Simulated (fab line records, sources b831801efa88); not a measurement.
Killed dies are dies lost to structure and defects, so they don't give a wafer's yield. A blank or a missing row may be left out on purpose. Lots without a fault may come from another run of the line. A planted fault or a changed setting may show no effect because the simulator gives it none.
Which tool did it? | flow sky130 | 10 lots, 30 wafers sampled, at 1 step of a route of 708

WHAT THE GAUGES READ, wafer by wafer
SKY_PWDE_OVL_MEAS_07.
lot  | measured    | on         | PWDE_OVL (nm)
L477 | day 3 22:07 | overlay-02 | 1.3 4.0 2.5
L478 | day 4 00:29 | overlay-01 | 1.6 2.4 0.1
L479 | day 4 08:11 | overlay-01 | -0.7 -1.0 -0.2
L486 | day 6 06:47 | overlay-01 | 2.1 0.4 -1.1
L488 | day 6 21:47 | overlay-02 | 1.5 0.3 0.2
L487 | day 6 22:07 | overlay-01 | 0.0 -0.1 -3.3
L497 | day 8 14:31 | overlay-02 | 3.2 2.5 3.1
L498 | day 8 16:22 | overlay-01 | 2.8 0.6 3.0
L499 | day 8 22:40 | overlay-01 | 1.2 -1.7 -1.6
L500 | day 9 05:10 | overlay-01 | 1.2 5.0 1.1

WHICH TOOL RAN EACH LOT (tool, then ch and the chambers of the sampled wafers, then the start)
The record holds no process step before these readings.

THE ANSWER, worked out from the rows above alone
Rule: what is usual is taken from the lots themselves. Put in order of their means at a reading, lots are off if they are a third of the lots or fewer, leave a main group of 4 or more, and stand apart from it by a gap of 3 or more times the standard deviation of the main group's means; of several such gaps the widest counts. A main group whose means are all the same, to the digits that the tables above print for the reading, isn't used. A lot without any number at a reading at which 4 lots or more have one is off too. The other lots that the step has rows for count as sound.
No lot is off at any reading shown: from this, nothing can be told.

WHAT THE SIMULATOR HAD PUT IN
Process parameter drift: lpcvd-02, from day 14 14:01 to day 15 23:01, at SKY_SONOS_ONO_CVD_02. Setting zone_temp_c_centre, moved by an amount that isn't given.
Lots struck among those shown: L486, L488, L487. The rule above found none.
